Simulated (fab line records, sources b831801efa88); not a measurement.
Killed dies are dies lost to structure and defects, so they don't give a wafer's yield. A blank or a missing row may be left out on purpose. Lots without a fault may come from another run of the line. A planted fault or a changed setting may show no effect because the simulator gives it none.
fab line records | flow sfq_line
record lots=6 wafers=17 last_day=91
route steps=325 shown L0V@17 M0@28
lots that met no fault: from a run of the same line without faults
start_h: hours from the record's first day to the start of the lot's first wafer shown | wait_h: hours since the lot's step before | " the same as in the row above | L1.1+2: a row that stands for several wafers | - no value, or no start given | * or withheld: withheld | < > ~ a bound
route shown NAME@n: a module of which the file shows steps, and the number in the route of the first | usual: mean/standard deviation of fault-free wafers | same: alike in all rows | chamber/n: place in a boat | sites: the reading at each site | _std_site: their standard deviation | _edge_site: outer sites' mean less inner sites' | radius_mm: how far each site lies from the wafer's centre | mask NAME#n: copy n | behind: the tool/chamber that last shaped the wafer | hold: why the lot was held/for how many hours/how that ended | device: the transistor (n, p or np) that didn't switch | end of line: the same wafers' tests at the end of the route | a step without rows: its recipe alone | killed: dies lost to structure and defects at the first sort, not the wafer's yield | map: a wafer's dies, x killed, . not, _ none there
set.NAME: the setting as run; set.NAME@STEP: as run at that earlier step | model.NAME: the simulator's own value behind a step, which no gauge read
lots at some steps of the route; a table a step, a row a wafer
services: from which hour (start_h, from the record's first day; less than 0 if before it) a tool's chamber was out of use, for how many hours, and why
## steps
# step SFQ_TRILAYER_L0_VIA_LITHO_COAT_018
# recipe resist=BARC spin_rpm=3000 resist_thk_nm=62
# step SFQ_TRILAYER_L0_VIA_LITHO_COAT_013
# recipe resist=KrF spin_rpm=3000 resist_thk_nm=650
# step SFQ_TRILAYER_L0_VIA_LITHO_SOFTBAKE_017
# recipe temp_c=withheld time_s=withheld resist=KrF
# step SFQ_TRILAYER_L0_VIA_LITHO_EXPOSE_014
# recipe mask_id=L0V na=0.6 source_shape=conventional sigma_outer=0.65 target_cd_nm=700 dose_mj=21.3
# step SFQ_TRILAYER_L0_VIA_LITHO_PEB_016
# recipe peb_temp_c=115 peb_time_s=60 resist=KrF
# step SFQ_TRILAYER_L0_VIA_LITHO_DEVELOP_015
# recipe time_s=60 resist=KrF
# step SFQ_L0V_OVL_MEAS_903
# usual L0V_OVL=0/5.1
# columns lot.wafer tool chamber start_h wait_h L0V_OVL[nm]
L949.3 overlay-02 - 95.87 0.1 5
L949.4 " - " " -4
L949.5 " - " " 8
L950.1 overlay-01 - 104.25 0.1 -5
L950.2 " - " " -9
L950.5 " - " " -3
L957.1 overlay-02 - 139.80 0.1 -2
L957.6 " - " " 2
L959.1 overlay-01 - 154.00 0.1 12
L959.5 " - " " 9
L959.6 " - " " 9
L962.3 overlay-02 - 167.22 0.1 -5
L962.4 " - " " 3
L962.6 " - " " 5
L966.3 overlay-02 - 185.32 0.1 8
L966.4 " - " " 8
L966.5 " - " " 6
# step SFQ_TRILAYER_L0_VIA_BARC_OPEN_VIA_ETCH_021
# recipe mask_material=PR chemistry=O2 target_depth_nm=125 target=BARC source_w=500 bias_w=80 pressure_mtorr=30 time_s=41.7
# usual drypump_motor_current_A=5.5/0.41 oes_product_au=0.686/0.0041
# columns lot.wafer tool chamber start_h wait_h drypump_motor_current_A oes_product_au rf_hours_counter_h
L949.3 rie_diel-03 0 95.89 0.0 6.2 0.681 79
L949.4 " 1 " " 5.7 0.692 80
L949.5 " 3 " " 5.0 0.689 -
L950.1 rie_diel-03 3 104.29 0.0 5.0 0.693 36
L950.2 " 0 " " 6.2 0.690 79
L950.5 " 1 " " 5.8 0.684 -
L957.1 rie_diel-04 3 139.84 0.0 6.2 0.690 11
L957.6 " 1 " " 5.6 0.681 -
L959.1 rie_diel-03 3 154.04 0.0 5.1 0.687 37
L959.5 " 2 " " 5.7 0.682 -
L959.6 " 3 " " 5.0 0.686 -
L962.3 rie_diel-01 2 167.24 0.0 4.8 0.694 124
L962.4 " 3 " " 5.6 0.685 99
L962.6 " 2 " " 4.8 0.686 -
L966.3 rie_diel-03 3 185.34 0.0 5.1 0.687 38
L966.4 " 0 " " 6.2 0.685 81
L966.5 " 3 " " 5.0 0.682 -
# step SFQ_TRILAYER_L0_VIA_ETCH_VIA_ETCH_016
# recipe target=SiO2 stop_on=MoNx_KI mask_material=PR chemistry=CHF3 target_depth_nm=80 source_w=500 bias_w=80 pressure_mtorr=30 time_s=withheld
# usual drypump_motor_current_A=5.5/0.42 oes_product_au=0.845/0.0074
# columns lot.wafer tool chamber start_h wait_h drypump_motor_current_A oes_product_au
L949.3 rie_diel-03 0 95.93 0.0 6.2 0.845
L949.4 " 1 " " 5.8 0.849
L949.5 " 3 " " 5.0 0.858
L950.1 rie_diel-03 3 104.33 0.0 5.0 0.850
L950.2 " 0 " " 6.2 0.845
L950.5 " 1 " " 5.8 0.841
L957.1 rie_diel-04 3 139.88 0.0 6.3 0.854
L957.6 " 1 " " 5.6 0.854
L959.1 rie_diel-03 3 154.08 0.0 5.1 0.849
L959.5 " 2 " " 5.7 0.855
L959.6 " 3 " " 5.0 0.846
L962.3 rie_diel-01 2 167.28 0.0 4.8 0.838
L962.4 " 3 " " 5.6 0.843
L962.6 " 2 " " 4.9 0.847
L966.3 rie_diel-03 3 185.38 0.0 5.0 0.853
L966.4 " 0 " " 6.2 0.852
L966.5 " 3 " " 5.0 0.849
# step SFQ_TRILAYER_L0_VIA_STRIP_STRIP_017
# recipe gas=O2 power_w=200 platen_temp_c=40 overash_fraction=0.65 chemistry=O2 pressure_mtorr=50
# usual drypump_motor_current_A=6.0/0.41 oes_product_au=1.002/0.013
# columns lot.wafer tool chamber start_h wait_h drypump_motor_current_A oes_product_au rf_hours_counter_h
L949.3 rie_metal-02 0 96.18 - 6.3 0.993 -
L949.4 " 1 " " 5.9 0.998 -
L949.5 " 1 " " 5.8 1.003 -
L950.1 rie_metal-04 1 104.38 - 5.7 1.027 47
L950.2 " 0 " " 6.2 1.017 141
L950.5 " 0 " " 6.2 1.019 -
L957.1 rie_metal-03 0 139.93 - 5.1 0.995 8
L957.6 " 1 " " 6.5 0.997 -
L959.1 rie_metal-03 0 154.13 - 5.1 0.987 11
L959.5 " 0 " " 5.0 0.977 -
L959.6 " 1 " " 6.5 1.000 -
L962.3 rie_metal-02 0 167.53 - 6.3 0.989 -
L962.4 " 1 " " 5.8 1.009 -
L962.6 " 1 " " 5.8 0.996 -
L966.3 rie_metal-04 0 185.63 - 6.2 1.010 -
L966.4 " 1 " " 5.7 1.018 -
L966.5 " 0 " " 6.2 0.998 -
# step SFQ_TRILAYER_L0_VIA_STRIP_SOLV_CLEAN_018
# recipe chemistry=NMP temp_c=70 time_s=600
# step SFQ_TRILAYER_M0_DEP_PRE_CLEAN_020
# recipe gas=Ar time_s=15 bias_v=250
# step SFQ_TRILAYER_M0_DEP_SPUTTER_019
# recipe material=Nb base_pressure_pa=1.33e-06 chamber_pressure_pa=0.1333 substrate_temp_c=20 resputter_cathode_voltage_v=400 target_thk_nm=200 power_w=2000 time_s=133.3
# usual chamber_pressure_pa=0.13331/0.00029 throttle_valve_pct=29.0/1
# columns lot.wafer tool chamber start_h wait_h chamber_pressure_pa throttle_valve_pct model.Nb_of_TRILAYER_M0_DEP_SPUTTER_019.thk_nm
L949.3 pvd_sputter-05 - 96.79 0.0 0.13362 27.5 200.8
L949.4 " - " " 0.13377 27.6 200.4
L949.5 " - " " 0.13343 27.1 198.7
L950.1 pvd_sputter-06 - 105.18 0.0 0.13313 30.1 201.8
L950.2 " - " " 0.13359 29.2 199.4
L950.5 " - " " 0.13321 29.1 199.9
L957.1 pvd_sputter-05 - 140.76 0.0 0.13346 29.6 147.7
L957.6 " - " " 0.13279 27.7 197.8
L959.1 pvd_sputter-05 - 154.96 0.0 0.1332 28.2 145.5
L959.5 " - " " 0.13354 27.5 199.4
L959.6 " - " " 0.13336 28.1 200.4
L962.3 pvd_sputter-04 - 168.14 0.0 0.13335 29.8 199.9
L962.4 " - " " 0.13337 29.7 197.8
L962.6 " - " " 0.13306 29.1 197.6
L966.3 pvd_sputter-04 - 186.23 0.0 0.13372 30.1 200.1
L966.4 " - " " 0.13343 29.8 199.6
L966.5 " - " " 0.13315 30.0 200.1
# step SFQ_M0_RS_MEAS_904
# recipe thk_meas_gauge=four-point-probe reads=Nb_of_TRILAYER_M0_DEP_SPUTTER_019
# usual M0_NB_RS=0.888/0.0093
# columns lot.wafer tool chamber start_h wait_h M0_NB_RS[ohm/sq]
L949.3 film_metro-03 - 96.92 0.1 0.886
L949.4 " - " " 0.888
L949.5 " - " " 0.895
L950.1 film_metro-02 - 105.27 0.0 0.881
L950.2 " - " " 0.893
L950.5 " - " " 0.891
L957.1 film_metro-02 - 140.85 0.0 1.212
L957.6 " - " " 0.899
L959.1 film_metro-02 - 155.12 0.1 1.230
L959.5 " - " " 0.893
L959.6 " - " " 0.887
L962.3 film_metro-03 - 168.27 0.1 0.892
L962.4 " - " " 0.899
L962.6 " - " " 0.902
L966.3 film_metro-02 - 186.36 0.1 0.891
L966.4 " - " " 0.890
L966.5 " - " " 0.887
# step SFQ_TRILAYER_M0_LITHO_COAT_026
# recipe resist=BARC spin_rpm=3000 resist_thk_nm=62
# step SFQ_TRILAYER_M0_LITHO_COAT_021
# recipe resist=KrF spin_rpm=3000 resist_thk_nm=600
# step SFQ_TRILAYER_M0_LITHO_SOFTBAKE_025
# recipe temp_c=withheld time_s=withheld resist=KrF
# step SFQ_TRILAYER_M0_LITHO_EXPOSE_022
# recipe mask_id=M0 na=0.6 source_shape=conventional sigma_outer=0.65 target_cd_nm=500 dose_mj=14.4
# step SFQ_TRILAYER_M0_LITHO_PEB_024
# recipe peb_temp_c=115 peb_time_s=60 resist=KrF
# step SFQ_TRILAYER_M0_LITHO_DEVELOP_023
# recipe time_s=60 resist=KrF
# step SFQ_M0_OVL_MEAS_906
# usual M0_OVL=3/5.5
# columns lot.wafer tool chamber start_h wait_h M0_OVL[nm]
L949.3 overlay-01 - 156.96 0.1 -1
L949.4 " - " " 2
L949.5 " - " " -2
L950.1 overlay-01 - 167.74 0.1 3
L950.2 " - " " 2
L950.5 " - " " 3
L957.1 overlay-01 - 209.39 0.1 5
L957.6 " - " " 4
L959.1 overlay-01 - 226.94 0.1 1
L959.5 " - " " 3
L959.6 " - " " 5
L962.3 overlay-01 - 238.96 0.1 13
L962.4 " - " " 16
L962.6 " - " " 15
L966.3 overlay-01 - 259.53 0.1 2
L966.4 " - " " 4
L966.5 " - " " 2
# step SFQ_TRILAYER_M0_BARC_OPEN_METAL_ETCH_031
# recipe mask_material=PR chemistry=O2 target_depth_nm=125 target=BARC icp_w=600 bias_w=80 pressure_mtorr=10 time_s=41.7
# usual drypump_motor_current_A=5.7/0.53 oes_product_au=0.685/0.0049
# columns lot.wafer tool chamber start_h wait_h drypump_motor_current_A oes_product_au rf_hours_counter_h
L949.3 rie_metal-04 1 157.00 0.0 5.7 0.683 -
L949.4 " 0 " " 6.2 0.690 -
L949.5 " 0 " " 6.2 0.684 -
L950.1 rie_metal-01 0 167.78 0.0 5.0 0.688 85
L950.2 " 1 " " 5.6 0.687 192
L950.5 " 0 " " 5.0 0.685 -
L957.1 rie_metal-03 1 209.43 0.0 6.5 0.685 45
L957.6 " 0 " " 5.1 0.688 -
L959.1 rie_metal-01 0 226.98 0.0 5.0 0.690 100
L959.5 " 0 " " 5.0 0.688 -
L959.6 " 1 " " 5.6 0.682 -
L962.3 rie_metal-01 1 239.00 0.0 5.6 0.683 -
L962.4 " 0 " " 5.0 0.694 -
L962.6 " 0 " " 5.0 0.685 -
L966.3 rie_metal-01 1 259.57 0.0 5.6 0.687 -
L966.4 " 0 " " 5.0 0.680 -
L966.5 " 1 " " 5.6 0.686 -
# step SFQ_TRILAYER_M0_ETCH_METAL_ETCH_024
# recipe target=Nb stop_on=SiO2 mask_material=PR chemistry=Cl2/Ar target_depth_nm=240 icp_w=600 bias_w=80 pressure_mtorr=10 time_s=120
# usual drypump_motor_current_A=5.7/0.53 oes_product_au=0.896/0.0069
# columns lot.wafer tool chamber start_h wait_h drypump_motor_current_A oes_product_au rf_hours_counter_h
L949.3 rie_metal-04 1 157.08 0.1 5.7 0.904 -
L949.4 " 0 " " 6.2 0.894 -
L949.5 " 0 " " 6.2 0.891 -
L950.1 rie_metal-01 0 167.84 0.0 5.0 0.901 85
L950.2 " 1 " " 5.6 0.888 192
L950.5 " 0 " " 5.0 0.897 -
L957.1 rie_metal-03 1 209.49 0.0 6.5 0.762 45
L957.6 " 0 " " 5.1 0.887 -
L959.1 rie_metal-01 0 227.04 0.0 5.0 0.743 100
L959.5 " 0 " " 5.0 0.896 -
L959.6 " 1 " " 5.6 0.897 -
L962.3 rie_metal-01 1 239.08 0.1 5.6 0.893 -
L962.4 " 0 " " 5.0 0.889 -
L962.6 " 0 " " 5.0 0.892 -
L966.3 rie_metal-01 1 259.65 0.1 5.6 0.883 -
L966.4 " 0 " " 5.0 0.887 -
L966.5 " 1 " " 5.6 0.892 -
# step SFQ_TRILAYER_M0_STRIP_STRIP_025
# recipe gas=O2 power_w=200 platen_temp_c=40 overash_fraction=0.65 chemistry=O2 pressure_mtorr=50
# usual drypump_motor_current_A=5.7/0.53 oes_product_au=1.006/0.012
# columns lot.wafer tool chamber start_h wait_h drypump_motor_current_A oes_product_au rf_hours_counter_h
L949.3 rie_metal-04 1 157.36 0.2 5.7 1.025 -
L949.4 " 0 " " 6.2 1.005 -
L949.5 " 0 " " 6.1 1.027 -
L950.1 rie_metal-01 0 167.96 0.1 5.0 0.996 85
L950.2 " 1 " " 5.6 0.998 192
L950.5 " 0 " " 5.0 0.992 -
L957.1 rie_metal-03 1 209.61 0.1 6.5 1.002 45
L957.6 " 0 " " 5.1 0.992 -
L959.1 rie_metal-01 0 227.16 0.1 5.0 0.990 100
L959.5 " 0 " " 5.0 0.989 -
L959.6 " 1 " " 5.6 1.004 -
L962.3 rie_metal-01 1 239.36 0.2 5.6 0.994 -
L962.4 " 0 " " 5.0 0.993 -
L962.6 " 0 " " 5.0 0.997 -
L966.3 rie_metal-01 1 259.94 0.2 5.6 0.984 -
L966.4 " 0 " " 5.0 0.996 -
L966.5 " 1 " " 5.6 0.993 -
## services
# columns tool chamber start_h hours kind
rie_metal-02 0 79.76 - clean
rie_metal-03 0 81.04 - clean
rie_metal-03 0 81.04 18.5 scheduled_down
rie_metal-03 0 81.04 18.5 vent_cycle
rie_diel-04 1 84.87 14.4 repair
rie_diel-04 3 88.69 10.2 repair
rie_metal-04 - 110.51 2.8 pm
rie_metal-04 1 129.40 4.3 repair
pvd_sputter-04 - 130.20 1.3 repair
rie_metal-02 - 131.68 15.6 pm
rie_metal-01 - 148.47 16.1 repair
rie_diel-03 - 178.34 1.5 repair
pvd_sputter-05 - 182.51 4.7 repair
pvd_sputter-06 - 189.12 0.7 repair
rie_diel-03 1 190.87 7.5 repair
rie_diel-03 2 192.37 1.7 repair
rie_metal-01 1 199.97 - clean
rie_metal-01 1 199.97 25.7 scheduled_down
rie_metal-01 1 199.97 25.7 vent_cycle
pvd_sputter-06 - 221.16 3.3 repair
rie_diel-01 2 225.27 7.5 repair
rie_diel-01 3 233.06 9.8 repair
rie_diel-04 1 243.99 14.3 repair
rie_diel-04 3 254.75 6.0 repair
## key
first_sign step=SFQ_M0_RS_MEAS_904 reading=M0_NB_RS direction=up sigmas=36 usual=0.888 struck=1.221
effect step=SFQ_TRILAYER_M0_ETCH_METAL_ETCH_024 reading=oes_product_au direction=down sigmas=21 usual=0.896 struck=0.753
model_effect step=SFQ_TRILAYER_M0_DEP_SPUTTER_019 value=Nb_of_TRILAYER_M0_DEP_SPUTTER_019.thk_nm without=202 struck=146.6
met_at SFQ_TRILAYER_M0_DEP_SPUTTER_019
struck_wafers L957.1,L959.1
onset_between 96.79 140.76
fault kind=process_parameter_drift tool=pvd_sputter-05 chamber=- onset_h=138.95 steps=SFQ_TRILAYER_M0_DEP_SPUTTER_019 channel=time_s offset=* shape=step end_h=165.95 scope=struck_wafers_only acts_in=* stated=*
